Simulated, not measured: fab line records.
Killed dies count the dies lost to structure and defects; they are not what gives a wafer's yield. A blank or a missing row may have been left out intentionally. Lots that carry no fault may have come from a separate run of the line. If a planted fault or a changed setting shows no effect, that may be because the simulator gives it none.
Code-filled problem report in 8D (eight disciplines) form -- flow gf180mcu -- the parts of the form that need people (team, actions taken, sign-off) are left out

## 1. THE PROBLEM
Wafers without a fault read 139.99, standard deviation 0.13; exposure dose mJ cm2 at GF_HV_LDD_EXPOSE_28 reads a mean of 143.91 on 6 wafers belonging to 2 lots. That is +30 standard deviations from the usual mean.
The step: exposes mask Nplus HV AREA, target cd 400 nm.
First seen on wafer L397.2, day 15 20:47, on iline stepper-01. The record has a number at this step for 42 wafers belonging to 14 lots. Rule for "out" (also "out of limits"): further than 4 standard deviations from the usual mean. Any other wafer with a number is counted as sound.

## 2. WHAT IT IS, AND WHAT IT ISN'T
question,is,is not
which readings at this step,exposure dose mJ cm2,stage vel mm s
which lots,"L397, L400","L384, L385, L386, L387, L388, L392, L393, L398, L401, L402, L403, L405"
which wafers of those lots,all that have a number,-
read on which tools,iline stepper-01,iline stepper-02
when,from day 15 20:47,"up to then (21 sound wafers); but 15 sound wafers of L398, L401, L402, L403, L405 came after"

## 3. THE SUSPECTS, EACH WITH WHAT RULES IT OUT
Counting: a tool at any process step up to the reading remains a suspect when it ran all the lots that are out and ran no sound lot after the first of those.
- iline stepper-01 at GF_HV_LDD_EXPOSE_28 (exposes mask Nplus HV AREA, target cd 400 nm): kept. It processed each lot that is out, first L397 at day 15 20:47, and no sound lot thereafter; up to then, the last sound lot it processed was L393 at day 14 17:28. On those wafers its own readings are out: exposure dose mJ cm2.
Left after counting: iline stepper-01 at GF_HV_LDD_EXPOSE_28.

## 4. THE CAUSE (what the simulator had put in)
Drift in process parameters on iline stepper-01 at GF_HV_LDD_EXPOSE_28, starting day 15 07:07. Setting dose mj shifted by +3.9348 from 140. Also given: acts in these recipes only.
The count eliminated every tool but this one.

## 5. SEQUENCE OF EFFECTS, ordered by route
Each row: a reading whose mean over the struck wafers that have a number lies more than 3 standard deviations from the usual. Only readings whose record carries a usual standard deviation are examined. hours: median over the lots of the time between each lot's start at the first step of this table that gives one and its start at this step. sigmas: the change, counted in usual standard deviations.
hours,step,reading,usual,on struck wafers,change,sigmas
0,GF_HV_LDD_EXPOSE_28,exposure dose mJ cm2,139.99,143.91,+3.92,+30
Here are the process steps it includes:
- GF_HV_LDD_EXPOSE_28: exposes mask Nplus HV AREA, target cd 400 nm.
Later steps that measure or inspect, where all struck wafers having a row at the step show a number for every such reading and not one has moved that far: GF_M1_OVL_MEAS_15, GF_V2_BOW_MEAS_05.

## 6. WHAT WOULD HAVE CAUGHT IT SOONER
First out-of-limits reading in this record: day 15 20:47, which is 14 hours after fault onset at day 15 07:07.
